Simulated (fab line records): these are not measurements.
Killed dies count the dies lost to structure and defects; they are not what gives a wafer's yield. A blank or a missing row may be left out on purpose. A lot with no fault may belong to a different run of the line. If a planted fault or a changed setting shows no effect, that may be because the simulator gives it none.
Check for tools in common || flow gf180mcu || 42 wafers sampled across 11 lots

THE REASON FOR OPENING IT
On 3 of the 11 lots, a flag is raised at GF_V3_CD_MEAS_14 on the reading cd-nm. No-fault wafers: 259.7 nm, standard deviation 1.4.
Rule: a lot is flagged when every wafer of it that has a number lies more than 4 standard deviations from that mean, or none has a number. As for the other lots, they are considered sound.

{"lot": "L284", "measured": "day 22 16:31", "on": "cd-sem-02", "cd-nm (nm), wafer by wafer": "261.7 261.3 260.1", "flag": ""}
{"lot": "L286", "measured": "day 23 10:31", "on": "cd-sem-02", "cd-nm (nm), wafer by wafer": "257.4 258.5 257.9", "flag": ""}
{"lot": "L288", "measured": "day 24 04:01", "on": "cd-sem-02", "cd-nm (nm), wafer by wafer": "261.1 261.9 261.2", "flag": ""}
{"lot": "L290", "measured": "day 24 22:16", "on": "cd-sem-02", "cd-nm (nm), wafer by wafer": "261.0 259.8 260.6", "flag": ""}
{"lot": "L291", "measured": "day 25 05:02", "on": "cd-sem-01", "cd-nm (nm), wafer by wafer": "261.7 261.4 262.4", "flag": ""}
{"lot": "L292", "measured": "day 25 15:58", "on": "cd-sem-02", "cd-nm (nm), wafer by wafer": "260.0 259.8 260.3", "flag": ""}
{"lot": "L297", "measured": "day 27 05:01", "on": "cd-sem-02", "cd-nm (nm), wafer by wafer": "274.6 275.4 275.1 274.4 275.0 274.9", "flag": "FLAGGED"}
{"lot": "L298", "measured": "day 27 13:53", "on": "cd-sem-02", "cd-nm (nm), wafer by wafer": "275.6 272.6 273.7 275.3 272.6 273.4", "flag": "FLAGGED"}
{"lot": "L299", "measured": "day 27 18:33", "on": "cd-sem-01", "cd-nm (nm), wafer by wafer": "273.3 274.9 274.0 273.7 275.2 274.2", "flag": "FLAGGED"}
{"lot": "L305", "measured": "day 29 13:16", "on": "cd-sem-01", "cd-nm (nm), wafer by wafer": "259.2 259.0 260.0", "flag": ""}
{"lot": "L306", "measured": "day 29 18:28", "on": "cd-sem-02", "cd-nm (nm), wafer by wafer": "259.4 257.9 259.4", "flag": ""}
Average over the flagged lots: 274.3 nm; offset from the usual +14.6 nm, equal to +10 standard deviations.

WHICH TOOL RAN EACH LOT
Before the reading, the record contains 2 process steps out of a 602-step route. Each cell gives the tool, then ch followed by the chambers the sampled wafers passed through, then the start.
{"lot": "L284", "flag": "", "GF_M3_SPUTTER_01": "pvd-sputter-03, day 20 16:06", "GF_V3_PEB_12": "litho-track-01 ch 0, day 22 16:10"}
{"lot": "L286", "flag": "", "GF_M3_SPUTTER_01": "pvd-sputter-01, day 21 10:16", "GF_V3_PEB_12": "litho-track-01 ch 0, day 23 10:10"}
{"lot": "L288", "flag": "", "GF_M3_SPUTTER_01": "pvd-sputter-04, day 22 05:27", "GF_V3_PEB_12": "litho-track-04 ch 0, day 24 03:37"}
{"lot": "L290", "flag": "", "GF_M3_SPUTTER_01": "pvd-sputter-03, day 23 00:20", "GF_V3_PEB_12": "litho-track-04 ch 0, day 24 21:55"}
{"lot": "L291", "flag": "", "GF_M3_SPUTTER_01": "pvd-sputter-03, day 23 08:06", "GF_V3_PEB_12": "litho-track-01 ch 0, day 25 04:43"}
{"lot": "L292", "flag": "", "GF_M3_SPUTTER_01": "pvd-sputter-01, day 23 19:30", "GF_V3_PEB_12": "litho-track-04 ch 0, day 25 15:37"}
{"lot": "L297", "flag": "FLAGGED", "GF_M3_SPUTTER_01": "pvd-sputter-01, day 25 09:10", "GF_V3_PEB_12": "litho-track-04 ch 0, day 27 04:40"}
{"lot": "L298", "flag": "FLAGGED", "GF_M3_SPUTTER_01": "pvd-sputter-04, day 25 18:16", "GF_V3_PEB_12": "litho-track-04 ch 0, day 27 13:32"}
{"lot": "L299", "flag": "FLAGGED", "GF_M3_SPUTTER_01": "pvd-sputter-01, day 26 00:04", "GF_V3_PEB_12": "litho-track-04 ch 0, day 27 18:13"}
{"lot": "L305", "flag": "", "GF_M3_SPUTTER_01": "pvd-sputter-04, day 27 20:38", "GF_V3_PEB_12": "litho-track-02 ch 0, day 29 12:51"}
{"lot": "L306", "flag": "", "GF_M3_SPUTTER_01": "pvd-sputter-04, day 28 02:32", "GF_V3_PEB_12": "litho-track-02 ch 0, day 29 18:07"}
These steps, and what they do:
- GF_M3_SPUTTER_01: material TiN, target thk 30 nm, time 25 s.
- GF_V3_PEB_12: peb time 90 s.
- GF_V3_CD_MEAS_14: target cd 260 nm.

FLAGGED AGAINST TOTAL, ONE TOOL AT A TIME (gauges that did the reading follow at the end)
{"step": "GF_M3_SPUTTER_01", "tool": "pvd-sputter-01", "lots run": 4, "flagged": 2, "share of the flagged lots": "some", "sound lots run after its first flagged lot": 0}
{"step": "GF_M3_SPUTTER_01", "tool": "pvd-sputter-03", "lots run": 3, "flagged": 0, "share of the flagged lots": "none", "sound lots run after its first flagged lot": "-"}
{"step": "GF_M3_SPUTTER_01", "tool": "pvd-sputter-04", "lots run": 4, "flagged": 1, "share of the flagged lots": "some", "sound lots run after its first flagged lot": "2 (L305,L306)"}
{"step": "GF_V3_PEB_12", "tool": "litho-track-01", "lots run": 3, "flagged": 0, "share of the flagged lots": "none", "sound lots run after its first flagged lot": "-"}
{"step": "GF_V3_PEB_12", "tool": "litho-track-02", "lots run": 2, "flagged": 0, "share of the flagged lots": "none", "sound lots run after its first flagged lot": "-"}
{"step": "GF_V3_PEB_12", "tool": "litho-track-04", "lots run": 6, "flagged": 3, "share of the flagged lots": "all", "sound lots run after its first flagged lot": 0}
{"step": "GF_V3_CD_MEAS_14", "tool": "cd-sem-01", "lots run": 3, "flagged": 1, "share of the flagged lots": "some", "sound lots run after its first flagged lot": "1 (L305)"}
{"step": "GF_V3_CD_MEAS_14", "tool": "cd-sem-02", "lots run": 8, "flagged": 2, "share of the flagged lots": "some", "sound lots run after its first flagged lot": "1 (L306)"}

THE TABLE: WHAT IT ALLOWS
All flagged lots share 1 row of the table, namely litho-track-04 at GF_V3_PEB_12.
- litho-track-04 at GF_V3_PEB_12 ran 6 lots, 3 of them flagged. Last sound lot L292 at day 25 15:37, first flagged lot L297 at day 27 04:40; a fault beginning in between fits. Its own readings (heater-power-total-W, plate-temp-C) fall more than 4 standard deviations out on all wafers of the flagged lots.
One tool is left: litho-track-04 at GF_V3_PEB_12.

WHAT HAD BEEN PUT IN BY THE SIMULATOR
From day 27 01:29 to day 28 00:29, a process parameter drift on litho-track-04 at GF_V3_PEB_12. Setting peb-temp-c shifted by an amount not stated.
Lots struck among those shown: L297, L298, L299. The rule given above showed the same thing.
